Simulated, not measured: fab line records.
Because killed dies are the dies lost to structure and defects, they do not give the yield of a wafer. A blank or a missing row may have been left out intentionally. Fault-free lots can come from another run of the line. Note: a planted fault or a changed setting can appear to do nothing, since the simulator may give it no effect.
A single fault, viewed from 2 desks	flow gf180mcu	each desk holds nothing but its own numbers, with what lay behind them at the end

== DESK OF THE TOOL OWNER: rieDiel-03 ==
The tool's own readings at GF_STI_ETCH_13 (etches the open film in CHF3/O2, stops on Si, target depth 282.31 nm, time 112.9 s): means of the sampled wafers that have a number, for each lot that ran on this tool. Marked OUT: a lot whose mean sits more than 4 standard deviations from the usual mean, which makes it out of limits; the brackets give that distance.
Columns: A = biasW at GF_STI_ETCH_13, usual 200.0 W; B = drypumpMotorCurrentA at GF_STI_ETCH_13, usual 5.5 A; C = oesProductAu at GF_STI_ETCH_13, usual 0.831 a.u.; D = throttleValvePct at GF_STI_ETCH_13, usual 8.809 %
lot	first seen here	A	B	C	D
L311	day 3 02:56	199.6	5.3	0.834	8.809
L312	day 3 08:37	199.6	5.3	0.832	8.806
L318	day 4 15:57	187.5 (-20) OUT	5.4	0.825	8.803
This desk finds L318 out of limits, L318 being first, at day 4 15:57 (biasW at GF_STI_ETCH_13). In limits: L311, L312.

== THE METROLOGY DESK ==
Means of the sampled wafers that have a number, per lot and without regard to the tool the lot ran on: this is what the gauges read. Marked OUT: a lot whose mean sits more than 4 standard deviations from the usual mean, which makes it out of limits; the brackets give that distance.
Columns: A = V4_CVD_00_THK at GF_V4_THK_MEAS_01, usual 599 nm
lot	first seen here	A
L306	day 23 03:26	591
L307	day 23 10:38	603
L308	day 23 22:41	603
L309	day 24 05:02	609
L311	day 24 22:59	598
L312	day 25 13:05	595
L313	day 26 02:13	604
L316	day 26 22:42	592
L318	day 27 15:22	603
L322	day 29 01:25	593
L325	day 29 17:41	589
L326	day 29 17:49	598
Finding of this desk: none of the 12 lots has anything out of limits.

== PUT TOGETHER ==
At day 4 15:57, on L318, the tool owner's desk was in a position to raise an alarm.
At the metrology desk, nothing out of limits was observed.
The metrology desk has L318 on record, within its limits.
All the named lots went through GF_STI_ETCH_13 on rieDiel-03.

== WHAT THE SIMULATOR HAD INSERTED ==
rieDiel-03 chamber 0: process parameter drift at GF_STI_ETCH_13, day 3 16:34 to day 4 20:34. Setting biasW, moved by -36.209, from 200. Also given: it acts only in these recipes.
Lots struck among those shown: L318.
Each desk's first reading out of limits, in hours after the fault started: the tool owner's desk, 23.
